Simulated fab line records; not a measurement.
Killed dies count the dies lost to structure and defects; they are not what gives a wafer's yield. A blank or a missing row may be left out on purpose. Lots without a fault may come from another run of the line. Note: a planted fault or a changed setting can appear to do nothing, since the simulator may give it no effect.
8D (eight disciplines) problem report, filled in by code	flow sky130	the parts of the form that need people (team, actions taken, sign-off) are left out

== 1. THE ISSUE ==
SKY_PAD_OPEN_PROBE_99, killedAtFrontEnd: mean 53 over 1 wafer from 1 lot; wafers with no fault: 15, standard deviation 4. Measured from the usual mean, that is +9.5 standard deviations.
The first sign was on wafer L919.3 at day 48 16:54, on prober-01. At this step, 36 wafers from 12 lots have a number in the record. The rule behind "out" and "out of limits": a value lying over 4 standard deviations away from the usual mean. All remaining wafers that have a number are taken as sound.

== 2. WHAT IT IS AND WHAT IT IS NOT ==
question	is	is not
which readings at this step	killedAtFrontEnd	killed_at_M0_to_M3, killed_at_M4_up, killedAtContacts, killedAtOther, killedOpen, killedShort
which lots	L919	L908, L909, L910, L911, L912, L914, L915, L916, L927, L928, L930
which wafers of those lots	L919.3	L919.2, L919.5
read on which tools	prober-01	prober-02
when	from day 48 16:54	up to then (25 sound wafers); but 10 sound wafers of L919, L927, L928, L930 came after

== 3. THE SUSPECTS, EACH WITH WHAT RULES IT OUT ==
Counting: a tool at a process step up to the reading stays a suspect if it ran every lot that is out. Sound lots after the first of them don't rule it out here, since some wafers of a struck lot are sound.
- plasmaAsher-02 at SKY_LDD_N_STRIP_16 (strips in O2/N2): kept. It processed L919, the lot that is out, at day 22 03:34, and its most recent sound lot before then was L915 at day 21 07:19.
- pvdSputter-01 at SKY_METAL5_SPUTTER_02 (material AlCu, target thk 1150 nm, time 61.2 s): kept. It processed L919, the lot that is out, at day 46 02:46, and its most recent sound lot before then was L916 at day 45 19:43.
- rieDiel-03 at SKY_PASSIVATION_ETCH_11 (etches the open film in CF4/O2, stops on AlCu, target depth 725 nm, time 161.1 s): kept. It processed L919, the lot that is out, at day 47 18:58, and its most recent sound lot before then was L915 at day 47 14:38.
- prober-01 at SKY_PAD_OPEN_PROBE_99: kept. It processed L919, the lot that is out, at day 48 16:51, and its most recent sound lot before then was L914 at day 47 07:01. Out on those wafers are its own readings of killedAtFrontEnd.
- The sound lot-mates ran in chamber 0 of plasmaAsher-02 at SKY_LDD_N_STRIP_16, but the wafers that are out ran in chamber 1.
- In rieDiel-03 at SKY_PASSIVATION_ETCH_11, the wafers that are out were processed in chamber 0 and their sound lot-mates in chambers 1, 2.
Left after counting: plasmaAsher-02 at SKY_LDD_N_STRIP_16, pvdSputter-01 at SKY_METAL5_SPUTTER_02, rieDiel-03 at SKY_PASSIVATION_ETCH_11, prober-01 at SKY_PAD_OPEN_PROBE_99.

== 4. THE CAUSE (what the simulator had put in) ==
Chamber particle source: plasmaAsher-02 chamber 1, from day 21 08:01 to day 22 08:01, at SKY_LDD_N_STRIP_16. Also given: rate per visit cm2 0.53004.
4 suspects survive the count, and this tool is in that group.

== 5. SEQUENCE OF EFFECTS, ordered by route ==
Rows list readings where the struck wafers' mean (over those with a number) sits beyond 3 standard deviations from the usual. Only readings for which the record gives a usual standard deviation are gone through. hours: the time from each lot's start at the first step in this table that gives one to its start at this step, as a median over the lots. sigmas: the change in usual standard deviations.
hours	step	reading	usual	on struck wafers	change	sigmas
0	SKY_PAD_OPEN_PROBE_99	killedAtFrontEnd	15	53	+38	+9.5
0	SKY_PAD_OPEN_PROBE_99	killedOnRim	17	28	+11	+3.1
Process steps it contains:
- SKY_PAD_OPEN_PROBE_99

== 6. HOW IT WOULD HAVE BEEN CAUGHT EARLIER ==
657 hours passed between the start of the fault at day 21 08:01 and the first reading out of limits in this record, taken at day 48 16:54.
No tool reading at SKY_LDD_N_STRIP_16 that has a usual standard deviation in the record was out on any struck wafer, so an alarm limit of 4 standard deviations on those readings would not have fired.
Lots out: 1; all had begun SKY_LDD_N_STRIP_16 on plasmaAsher-02 by day 48 16:54. Tool hold at that time: it would have spared none of them.
